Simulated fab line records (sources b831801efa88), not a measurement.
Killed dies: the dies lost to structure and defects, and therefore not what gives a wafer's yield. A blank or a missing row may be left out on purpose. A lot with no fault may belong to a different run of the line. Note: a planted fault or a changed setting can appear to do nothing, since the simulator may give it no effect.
Check of tool commonality || flow sky130 || 11 lots and 33 wafers in the sample

== REASON FOR OPENING ==
SKY_VIA2_THK_MEAS_01, reading VIA2_HDPCVD_THK: flagged on 3 of 11 lots. Wafers without a fault read 1183 nm, standard deviation 12.
Rule: a lot is flagged in two cases, either no wafer of it has a number, or all its wafers with numbers fall more than 4 standard deviations from that mean. As for the other lots, they are considered sound.

{"lot": "L576", "measured": "day 34 14:08", "on": "filmMetro-01", "VIA2_HDPCVD_THK (nm), wafer by wafer": "1189 1178 1178", "flag": ""}
{"lot": "L577", "measured": "day 35 03:37", "on": "filmMetro-03", "VIA2_HDPCVD_THK (nm), wafer by wafer": "1199 1201 1207", "flag": ""}
{"lot": "L578", "measured": "day 35 15:14", "on": "filmMetro-03", "VIA2_HDPCVD_THK (nm), wafer by wafer": "1188 1170 1169", "flag": ""}
{"lot": "L579", "measured": "day 35 18:21", "on": "filmMetro-03", "VIA2_HDPCVD_THK (nm), wafer by wafer": "1195 1174 1182", "flag": ""}
{"lot": "L586", "measured": "day 38 16:12", "on": "filmMetro-03", "VIA2_HDPCVD_THK (nm), wafer by wafer": "1169 1179 1180", "flag": ""}
{"lot": "L587", "measured": "day 38 17:58", "on": "filmMetro-03", "VIA2_HDPCVD_THK (nm), wafer by wafer": "1175 1176 1182", "flag": ""}
{"lot": "L588", "measured": "day 39 09:16", "on": "filmMetro-01", "VIA2_HDPCVD_THK (nm), wafer by wafer": "1186 1189 1182", "flag": ""}
{"lot": "L589", "measured": "day 40 00:54", "on": "filmMetro-02", "VIA2_HDPCVD_THK (nm), wafer by wafer": "1189 1184 1202", "flag": ""}
{"lot": "L590", "measured": "day 40 10:49", "on": "filmMetro-01", "VIA2_HDPCVD_THK (nm), wafer by wafer": "2344 2346 2356", "flag": "FLAGGED"}
{"lot": "L591", "measured": "day 40 17:35", "on": "filmMetro-03", "VIA2_HDPCVD_THK (nm), wafer by wafer": "2381 2392 2362", "flag": "FLAGGED"}
{"lot": "L592", "measured": "day 40 17:44", "on": "filmMetro-03", "VIA2_HDPCVD_THK (nm), wafer by wafer": "2384 2377 2351", "flag": "FLAGGED"}
Average over the flagged lots: 2366 nm; offset from the usual +1183 nm, equal to +99 standard deviations.

== LOT BY LOT: THE TOOL USED ==
2 process steps preceding the reading are held in the record, out of 708 steps in the route. Each cell gives the tool, then ch followed by the chambers the sampled wafers passed through, then the start.
{"lot": "L576", "flag": "", "SKY_METAL1_STRIP_20": "plasmaAsher-02 ch 0,1, day 32 04:53", "SKY_VIA2_HDPCVD_00": "hdpcvd-01 ch 0,1, day 34 14:00"}
{"lot": "L577", "flag": "", "SKY_METAL1_STRIP_20": "plasmaAsher-01 ch 0,1, day 32 19:50", "SKY_VIA2_HDPCVD_00": "hdpcvd-01 ch 1,2, day 35 03:29"}
{"lot": "L578", "flag": "", "SKY_METAL1_STRIP_20": "plasmaAsher-01 ch 0,1, day 33 06:26", "SKY_VIA2_HDPCVD_00": "hdpcvd-01 ch 0,1,2, day 35 15:07"}
{"lot": "L579", "flag": "", "SKY_METAL1_STRIP_20": "plasmaAsher-01 ch 0,1, day 33 09:41", "SKY_VIA2_HDPCVD_00": "hdpcvd-01 ch 0,1, day 35 18:13"}
{"lot": "L586", "flag": "", "SKY_METAL1_STRIP_20": "plasmaAsher-01 ch 0,1, day 36 08:29", "SKY_VIA2_HDPCVD_00": "hdpcvd-01 ch 0,1,2, day 38 16:04"}
{"lot": "L587", "flag": "", "SKY_METAL1_STRIP_20": "plasmaAsher-01 ch 0,1, day 36 10:34", "SKY_VIA2_HDPCVD_00": "hdpcvd-02 ch 0,2, day 38 17:49"}
{"lot": "L588", "flag": "", "SKY_METAL1_STRIP_20": "plasmaAsher-03 ch 0,1, day 37 02:49", "SKY_VIA2_HDPCVD_00": "hdpcvd-02 ch 0,2, day 39 09:08"}
{"lot": "L589", "flag": "", "SKY_METAL1_STRIP_20": "plasmaAsher-01 ch 0,1, day 37 18:08", "SKY_VIA2_HDPCVD_00": "hdpcvd-01 ch 0,1,2, day 40 00:46"}
{"lot": "L590", "flag": "FLAGGED", "SKY_METAL1_STRIP_20": "plasmaAsher-02 ch 0,1, day 38 04:30", "SKY_VIA2_HDPCVD_00": "hdpcvd-02 ch 0,1, day 40 10:23"}
{"lot": "L591", "flag": "FLAGGED", "SKY_METAL1_STRIP_20": "plasmaAsher-01 ch 0,1, day 38 10:16", "SKY_VIA2_HDPCVD_00": "hdpcvd-02 ch 0,1, day 40 16:58"}
{"lot": "L592", "flag": "FLAGGED", "SKY_METAL1_STRIP_20": "plasmaAsher-03 ch 0,1, day 38 11:50", "SKY_VIA2_HDPCVD_00": "hdpcvd-02 ch 0,1,2, day 40 17:19"}
What is done by these steps:
- SKY_METAL1_STRIP_20: strips in O2/N2.
- SKY_VIA2_HDPCVD_00: deposits SiO2, target thk 1180 nm, time 196.7 s.
- SKY_VIA2_THK_MEAS_01

== FLAGGED AGAINST TOTAL, ONE TOOL AT A TIME (gauges that did the reading follow at the end) ==
{"step": "SKY_METAL1_STRIP_20", "tool": "plasmaAsher-01", "lots run": 7, "flagged": 1, "share of the flagged lots": "some", "sound lots run after its first flagged lot": 0}
{"step": "SKY_METAL1_STRIP_20", "tool": "plasmaAsher-02", "lots run": 2, "flagged": 1, "share of the flagged lots": "some", "sound lots run after its first flagged lot": 0}
{"step": "SKY_METAL1_STRIP_20", "tool": "plasmaAsher-03", "lots run": 2, "flagged": 1, "share of the flagged lots": "some", "sound lots run after its first flagged lot": 0}
{"step": "SKY_VIA2_HDPCVD_00", "tool": "hdpcvd-01", "lots run": 6, "flagged": 0, "share of the flagged lots": "none", "sound lots run after its first flagged lot": "-"}
{"step": "SKY_VIA2_HDPCVD_00", "tool": "hdpcvd-02", "lots run": 5, "flagged": 3, "share of the flagged lots": "all", "sound lots run after its first flagged lot": 0}
{"step": "SKY_VIA2_THK_MEAS_01", "tool": "filmMetro-01", "lots run": 3, "flagged": 1, "share of the flagged lots": "some", "sound lots run after its first flagged lot": 0}
{"step": "SKY_VIA2_THK_MEAS_01", "tool": "filmMetro-02", "lots run": 1, "flagged": 0, "share of the flagged lots": "none", "sound lots run after its first flagged lot": "-"}
{"step": "SKY_VIA2_THK_MEAS_01", "tool": "filmMetro-03", "lots run": 7, "flagged": 2, "share of the flagged lots": "some", "sound lots run after its first flagged lot": 0}

== WHAT THE TABLE PERMITS ==
1 row of the table ran every flagged lot: hdpcvd-02 at SKY_VIA2_HDPCVD_00.
- hdpcvd-02 at SKY_VIA2_HDPCVD_00 ran 5 lots, 3 of them flagged. A fault beginning between L588 (day 39 09:08), its last sound lot, and L590 (day 40 10:23), its first flagged one, fits the data.
hdpcvd-02 at SKY_VIA2_HDPCVD_00 is the single tool remaining.

== WHAT THE SIMULATOR HAD PUT IN ==
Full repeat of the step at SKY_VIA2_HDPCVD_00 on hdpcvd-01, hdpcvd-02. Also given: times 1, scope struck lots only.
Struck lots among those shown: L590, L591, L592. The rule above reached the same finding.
